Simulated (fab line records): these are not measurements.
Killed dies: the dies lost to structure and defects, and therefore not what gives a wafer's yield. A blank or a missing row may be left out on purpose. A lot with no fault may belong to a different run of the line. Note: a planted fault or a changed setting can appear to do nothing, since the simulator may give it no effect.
Which of the tools did it? || flow sky130 || 13 lots with 39 wafers sampled at 4 steps, on a route of 708 steps

== WHAT THE GAUGES SHOWED, per wafer ==
No reading from a measuring or inspecting step in the record can be judged against a usual standard deviation.

== WHAT TOOL EACH LOT RAN ON (gives the tool, then ch and the chambers of the sampled wafers, and finally the start) ==
{"lot": "L933", "SKY_LOCAL_INTERCONNECT_STRIP_15": "plasma-asher-02 ch 0,1, day 30 04:16", "SKY_CONTACT_ETCH_18": "rie-diel-04 ch 0,1, day 31 10:41 or earlier", "SKY_CONTACT_SPUTTER_23": "pvd-sputter-03, day 31 10:41", "SKY_PAD_OPEN_PROBE_99": "-"}
{"lot": "L934", "SKY_LOCAL_INTERCONNECT_STRIP_15": "plasma-asher-02 ch 0,1, day 30 17:39", "SKY_CONTACT_ETCH_18": "rie-diel-02 ch 1,2,3, day 31 23:49 or earlier", "SKY_CONTACT_SPUTTER_23": "pvd-sputter-04, day 31 23:49", "SKY_PAD_OPEN_PROBE_99": "-"}
{"lot": "L935", "SKY_LOCAL_INTERCONNECT_STRIP_15": "plasma-asher-01 ch 0,1, day 30 23:47", "SKY_CONTACT_ETCH_18": "rie-diel-04 ch 2,3, day 32 04:59 or earlier", "SKY_CONTACT_SPUTTER_23": "pvd-sputter-04, day 32 04:59", "SKY_PAD_OPEN_PROBE_99": "prober-02, day 46 05:49"}
{"lot": "L936", "SKY_LOCAL_INTERCONNECT_STRIP_15": "plasma-asher-03 ch 0, day 31 07:17", "SKY_CONTACT_ETCH_18": "rie-diel-01 ch 0,1,3, day 32 13:37 or earlier", "SKY_CONTACT_SPUTTER_23": "pvd-sputter-04, day 32 13:37", "SKY_PAD_OPEN_PROBE_99": "prober-01, day 46 12:55"}
{"lot": "L939", "SKY_LOCAL_INTERCONNECT_STRIP_15": "plasma-asher-03 ch 0,1, day 32 07:07", "SKY_CONTACT_ETCH_18": "rie-diel-02 ch 1,2,3, day 33 14:46 or earlier", "SKY_CONTACT_SPUTTER_23": "pvd-sputter-04, day 33 14:46", "SKY_PAD_OPEN_PROBE_99": "prober-02, day 47 08:55"}
{"lot": "L947", "SKY_LOCAL_INTERCONNECT_STRIP_15": "plasma-asher-02 ch 0,1, day 34 18:38", "SKY_CONTACT_ETCH_18": "rie-diel-01 ch 0,3, day 35 22:38 or earlier", "SKY_CONTACT_SPUTTER_23": "pvd-sputter-03, day 35 22:38", "SKY_PAD_OPEN_PROBE_99": "prober-02, day 49 00:07"}
{"lot": "L948", "SKY_LOCAL_INTERCONNECT_STRIP_15": "plasma-asher-02 ch 0,1, day 35 06:16", "SKY_CONTACT_ETCH_18": "rie-diel-02 ch 0,2,3, day 36 10:22 or earlier", "SKY_CONTACT_SPUTTER_23": "pvd-sputter-01, day 36 10:22", "SKY_PAD_OPEN_PROBE_99": "prober-01, day 49 06:46"}
{"lot": "L949", "SKY_LOCAL_INTERCONNECT_STRIP_15": "plasma-asher-02 ch 1, day 35 13:07", "SKY_CONTACT_ETCH_18": "rie-diel-02 ch 0,1,2, day 36 17:02 or earlier", "SKY_CONTACT_SPUTTER_23": "pvd-sputter-01, day 36 17:02", "SKY_PAD_OPEN_PROBE_99": "prober-02, day 49 13:59"}
{"lot": "L951", "SKY_LOCAL_INTERCONNECT_STRIP_15": "plasma-asher-01 ch 0,1, day 36 14:46", "SKY_CONTACT_ETCH_18": "rie-diel-02 ch 1,3, day 37 18:13 or earlier", "SKY_CONTACT_SPUTTER_23": "pvd-sputter-03, day 37 18:13", "SKY_PAD_OPEN_PROBE_99": "-"}
{"lot": "L952", "SKY_LOCAL_INTERCONNECT_STRIP_15": "plasma-asher-02 ch 0,1, day 36 15:30", "SKY_CONTACT_ETCH_18": "rie-diel-04 ch 0,3, day 37 20:16 or earlier", "SKY_CONTACT_SPUTTER_23": "pvd-sputter-01, day 37 20:16", "SKY_PAD_OPEN_PROBE_99": "prober-02, day 50 08:07"}
{"lot": "L953", "SKY_LOCAL_INTERCONNECT_STRIP_15": "plasma-asher-02 ch 0,1, day 36 19:39", "SKY_CONTACT_ETCH_18": "rie-diel-02 ch 2,3, day 38 00:00 or earlier", "SKY_CONTACT_SPUTTER_23": "pvd-sputter-01, day 38 00:00", "SKY_PAD_OPEN_PROBE_99": "-"}
{"lot": "L954", "SKY_LOCAL_INTERCONNECT_STRIP_15": "plasma-asher-01 ch 0,1, day 36 20:18", "SKY_CONTACT_ETCH_18": "rie-diel-01 ch 0,2,3, day 38 00:42 or earlier", "SKY_CONTACT_SPUTTER_23": "pvd-sputter-03, day 38 00:42", "SKY_PAD_OPEN_PROBE_99": "-"}
{"lot": "L956", "SKY_LOCAL_INTERCONNECT_STRIP_15": "plasma-asher-01 ch 0,1, day 37 07:49", "SKY_CONTACT_ETCH_18": "rie-diel-01 ch 0,1,3, day 38 11:50 or earlier", "SKY_CONTACT_SPUTTER_23": "pvd-sputter-03, day 38 11:50", "SKY_PAD_OPEN_PROBE_99": "-"}
- SKY_LOCAL_INTERCONNECT_STRIP_15: strips in O2/N2.
- SKY_CONTACT_ETCH_18: etches Si3N4 in CHF3/O2, stops on TiN, time 39 s, target depth 75 nm.
- SKY_CONTACT_SPUTTER_23: material TiN, target thk 20 nm, time 80 s.
- SKY_PAD_OPEN_PROBE_99

== AS READ BY THE TOOLS THEMSELVES (means over the sampled wafers that have a number; for cases with no such wafer, the mark the record gives instead) ==
SKY_LOCAL_INTERCONNECT_STRIP_15. Usual: drypump-motor-current-A 5.9 A, standard deviation 0.46; oes-product-au 0.427 a.u., standard deviation 0.0051; strip-time-to-endpoint-s 4.721 s, standard deviation 0.02.
{"lot": "L933", "tool": "plasma-asher-02", "drypump-motor-current-A (A)": 5.9, "oes-product-au (a.u.)": 0.428, "strip-time-to-endpoint-s (s)": 4.733, "flag": ""}
{"lot": "L934", "tool": "plasma-asher-02", "drypump-motor-current-A (A)": 5.7, "oes-product-au (a.u.)": 0.430, "strip-time-to-endpoint-s (s)": 4.745, "flag": ""}
{"lot": "L935", "tool": "plasma-asher-01", "drypump-motor-current-A (A)": 6.1, "oes-product-au (a.u.)": 0.428, "strip-time-to-endpoint-s (s)": 4.725, "flag": ""}
{"lot": "L936", "tool": "plasma-asher-03", "drypump-motor-current-A (A)": 6.1, "oes-product-au (a.u.)": 0.431, "strip-time-to-endpoint-s (s)": 4.731, "flag": ""}
{"lot": "L939", "tool": "plasma-asher-03", "drypump-motor-current-A (A)": 5.9, "oes-product-au (a.u.)": 0.431, "strip-time-to-endpoint-s (s)": 4.705, "flag": ""}
{"lot": "L947", "tool": "plasma-asher-02", "drypump-motor-current-A (A)": 5.9, "oes-product-au (a.u.)": 0.427, "strip-time-to-endpoint-s (s)": 4.709, "flag": ""}
{"lot": "L948", "tool": "plasma-asher-02", "drypump-motor-current-A (A)": 5.9, "oes-product-au (a.u.)": 0.429, "strip-time-to-endpoint-s (s)": 4.698, "flag": ""}
{"lot": "L949", "tool": "plasma-asher-02", "drypump-motor-current-A (A)": 6.3, "oes-product-au (a.u.)": 0.421, "strip-time-to-endpoint-s (s)": 4.694, "flag": ""}
{"lot": "L951", "tool": "plasma-asher-01", "drypump-motor-current-A (A)": 6.0, "oes-product-au (a.u.)": 0.425, "strip-time-to-endpoint-s (s)": 4.709, "flag": ""}
{"lot": "L952", "tool": "plasma-asher-02", "drypump-motor-current-A (A)": 5.9, "oes-product-au (a.u.)": 0.421, "strip-time-to-endpoint-s (s)": 4.723, "flag": ""}
{"lot": "L953", "tool": "plasma-asher-02", "drypump-motor-current-A (A)": 5.9, "oes-product-au (a.u.)": 0.427, "strip-time-to-endpoint-s (s)": 4.711, "flag": ""}
{"lot": "L954", "tool": "plasma-asher-01", "drypump-motor-current-A (A)": 6.1, "oes-product-au (a.u.)": 0.430, "strip-time-to-endpoint-s (s)": 4.724, "flag": ""}
{"lot": "L956", "tool": "plasma-asher-01", "drypump-motor-current-A (A)": 6.0, "oes-product-au (a.u.)": 0.426, "strip-time-to-endpoint-s (s)": 4.701, "flag": ""}

SKY_CONTACT_ETCH_18. Usual: drypump-motor-current-A 5.7 A, standard deviation 0.4; oes-product-au 0.854 a.u., standard deviation 0.0072; throttle-valve-pct 8.793 %, standard deviation 0.0082.
{"lot": "L933", "tool": "rie-diel-04", "drypump-motor-current-A (A)": 5.3, "oes-product-au (a.u.)": 0.853, "throttle-valve-pct (%)": 8.783, "flag": ""}
{"lot": "L934", "tool": "rie-diel-02", "drypump-motor-current-A (A)": 6.1, "oes-product-au (a.u.)": 0.862, "throttle-valve-pct (%)": 8.793, "flag": ""}
{"lot": "L935", "tool": "rie-diel-04", "drypump-motor-current-A (A)": 5.4, "oes-product-au (a.u.)": 0.853, "throttle-valve-pct (%)": 8.796, "flag": ""}
{"lot": "L936", "tool": "rie-diel-01", "drypump-motor-current-A (A)": 5.7, "oes-product-au (a.u.)": 0.855, "throttle-valve-pct (%)": 8.786, "flag": ""}
{"lot": "L939", "tool": "rie-diel-02", "drypump-motor-current-A (A)": 6.0, "oes-product-au (a.u.)": 0.848, "throttle-valve-pct (%)": 8.791, "flag": ""}
{"lot": "L947", "tool": "rie-diel-01", "drypump-motor-current-A (A)": 5.7, "oes-product-au (a.u.)": 0.859, "throttle-valve-pct (%)": 8.794, "flag": ""}
{"lot": "L948", "tool": "rie-diel-02", "drypump-motor-current-A (A)": 6.0, "oes-product-au (a.u.)": 0.848, "throttle-valve-pct (%)": 8.793, "flag": ""}
{"lot": "L949", "tool": "rie-diel-02", "drypump-motor-current-A (A)": 6.1, "oes-product-au (a.u.)": 0.861, "throttle-valve-pct (%)": 8.789, "flag": ""}
{"lot": "L951", "tool": "rie-diel-02", "drypump-motor-current-A (A)": 6.0, "oes-product-au (a.u.)": 0.858, "throttle-valve-pct (%)": 8.795, "flag": ""}
{"lot": "L952", "tool": "rie-diel-04", "drypump-motor-current-A (A)": 5.5, "oes-product-au (a.u.)": 0.851, "throttle-valve-pct (%)": 8.788, "flag": ""}
{"lot": "L953", "tool": "rie-diel-02", "drypump-motor-current-A (A)": 6.0, "oes-product-au (a.u.)": 0.852, "throttle-valve-pct (%)": 8.796, "flag": ""}
{"lot": "L954", "tool": "rie-diel-01", "drypump-motor-current-A (A)": 5.6, "oes-product-au (a.u.)": 0.861, "throttle-valve-pct (%)": 8.788, "flag": ""}
{"lot": "L956", "tool": "rie-diel-01", "drypump-motor-current-A (A)": 5.7, "oes-product-au (a.u.)": 0.853, "throttle-valve-pct (%)": 8.797, "flag": ""}

SKY_CONTACT_SPUTTER_23. Usual: cathode-dc-power-W 4000.0 W, standard deviation 0.77; chamber-pressure-pa 5.000 Pa, standard deviation 0.0099; throttle-valve-pct 29.7 %, standard deviation 0.92.
{"lot": "L933", "tool": "pvd-sputter-03", "cathode-dc-power-W (W)": 3999.6, "chamber-pressure-pa (Pa)": 5.005, "throttle-valve-pct (%)": 29.6, "flag": ""}
{"lot": "L934", "tool": "pvd-sputter-04", "cathode-dc-power-W (W)": 4000.8, "chamber-pressure-pa (Pa)": 4.998, "throttle-valve-pct (%)": 28.9, "flag": ""}
{"lot": "L935", "tool": "pvd-sputter-04", "cathode-dc-power-W (W)": 4000.8, "chamber-pressure-pa (Pa)": 4.992, "throttle-valve-pct (%)": 29.0, "flag": ""}
{"lot": "L936", "tool": "pvd-sputter-04", "cathode-dc-power-W (W)": 4000.6, "chamber-pressure-pa (Pa)": 4.994, "throttle-valve-pct (%)": 29.0, "flag": ""}
{"lot": "L939", "tool": "pvd-sputter-04", "cathode-dc-power-W (W)": 4000.3, "chamber-pressure-pa (Pa)": 5.008, "throttle-valve-pct (%)": 29.7, "flag": ""}
{"lot": "L947", "tool": "pvd-sputter-03", "cathode-dc-power-W (W)": "-", "chamber-pressure-pa (Pa)": "-", "throttle-valve-pct (%)": "-", "flag": "OFF"}
{"lot": "L948", "tool": "pvd-sputter-01", "cathode-dc-power-W (W)": "-", "chamber-pressure-pa (Pa)": "-", "throttle-valve-pct (%)": "-", "flag": "OFF"}
{"lot": "L949", "tool": "pvd-sputter-01", "cathode-dc-power-W (W)": "-", "chamber-pressure-pa (Pa)": "-", "throttle-valve-pct (%)": "-", "flag": "OFF"}
{"lot": "L951", "tool": "pvd-sputter-03", "cathode-dc-power-W (W)": 3999.8, "chamber-pressure-pa (Pa)": 4.994, "throttle-valve-pct (%)": 29.2, "flag": ""}
{"lot": "L952", "tool": "pvd-sputter-01", "cathode-dc-power-W (W)": 3999.8, "chamber-pressure-pa (Pa)": 4.990, "throttle-valve-pct (%)": 29.9, "flag": ""}
{"lot": "L953", "tool": "pvd-sputter-01", "cathode-dc-power-W (W)": 4000.0, "chamber-pressure-pa (Pa)": 4.994, "throttle-valve-pct (%)": 30.9, "flag": ""}
{"lot": "L954", "tool": "pvd-sputter-03", "cathode-dc-power-W (W)": 3999.5, "chamber-pressure-pa (Pa)": 5.005, "throttle-valve-pct (%)": 29.7, "flag": ""}
{"lot": "L956", "tool": "pvd-sputter-03", "cathode-dc-power-W (W)": 3999.7, "chamber-pressure-pa (Pa)": 5.002, "throttle-valve-pct (%)": 29.1, "flag": ""}

SKY_PAD_OPEN_PROBE_99. Usual: killed_at_M0_to_M3 44, standard deviation 6.6; killed_at_M4_up 3.4, standard deviation 1.9; killed-at-contacts 25, standard deviation 5.6; killed-at-front-end 15, standard deviation 4.6; killed-at-other 0.3, standard deviation 0.6; killed-dies 88, standard deviation 9.5; killed-on-rim 17, standard deviation 3.8; killed-open 47, standard deviation 7.1; killed-short 40, standard deviation 6.4.
{"lot": "L935", "tool": "prober-02", "killed_at_M0_to_M3": 46, "killed_at_M4_up": 3.0, "killed-at-contacts": 30, "killed-at-front-end": 15, "killed-at-other": 0.0, "killed-dies": 94, "killed-on-rim": 17, "killed-open": 52, "killed-short": 42, "flag": ""}
{"lot": "L936", "tool": "prober-01", "killed_at_M0_to_M3": 50, "killed_at_M4_up": 2.7, "killed-at-contacts": 23, "killed-at-front-end": 17, "killed-at-other": 0.0, "killed-dies": 93, "killed-on-rim": 17, "killed-open": 51, "killed-short": 42, "flag": ""}
{"lot": "L939", "tool": "prober-02", "killed_at_M0_to_M3": 44, "killed_at_M4_up": 1.3, "killed-at-contacts": 21, "killed-at-front-end": 20, "killed-at-other": 0.0, "killed-dies": 86, "killed-on-rim": 20, "killed-open": 49, "killed-short": 36, "flag": ""}
{"lot": "L947", "tool": "prober-02", "killed_at_M0_to_M3": 46, "killed_at_M4_up": 1.7, "killed-at-contacts": 433, "killed-at-front-end": 11, "killed-at-other": 0.3, "killed-dies": 492, "killed-on-rim": 96, "killed-open": 44, "killed-short": 39, "flag": "OFF"}
{"lot": "L948", "tool": "prober-01", "killed_at_M0_to_M3": 37, "killed_at_M4_up": 2.3, "killed-at-contacts": 434, "killed-at-front-end": 18, "killed-at-other": 0.3, "killed-dies": 492, "killed-on-rim": 96, "killed-open": 42, "killed-short": 39, "flag": "OFF"}
{"lot": "L949", "tool": "prober-02", "killed_at_M0_to_M3": 50, "killed_at_M4_up": 2.7, "killed-at-contacts": 426, "killed-at-front-end": 14, "killed-at-other": 0.0, "killed-dies": 492, "killed-on-rim": 96, "killed-open": 55, "killed-short": 35, "flag": "OFF"}
{"lot": "L952", "tool": "prober-02", "killed_at_M0_to_M3": 47, "killed_at_M4_up": 2.3, "killed-at-contacts": 29, "killed-at-front-end": 14, "killed-at-other": 0.3, "killed-dies": 92, "killed-on-rim": 17, "killed-open": 49, "killed-short": 43, "flag": ""}

== THE ANSWER, worked out from the rows above alone ==
Rule: take the mean of a lot's wafers that have a number; if it is more than 3 standard deviations from the usual mean, the lot is off. A lot without any number at a reading at which 4 lots or more have one is off too. The other lots that the step has rows for count as sound. The gauges are gone through in route order, then the tools' own readings, and for those a lot's mean is taken as printed above. The first step at which some lot is off is used, and at that step the reading that is off furthest; a lot without a number counts as furthest.
Off: L947, L948, L949 (SKY_CONTACT_SPUTTER_23, cathode-dc-power-W). Without a number there: L947, L948, L949.
If a tool, at that step or one of the process steps before it, ran each lot that is off and ran no sound lot following the first of them, it fits. SKY_CONTACT_ETCH_18 gives no start for some lots, so the hours and the order of its lots are those of SKY_CONTACT_SPUTTER_23. None of those tried fits.

== WHAT WAS PUT IN BY THE SIMULATOR ==
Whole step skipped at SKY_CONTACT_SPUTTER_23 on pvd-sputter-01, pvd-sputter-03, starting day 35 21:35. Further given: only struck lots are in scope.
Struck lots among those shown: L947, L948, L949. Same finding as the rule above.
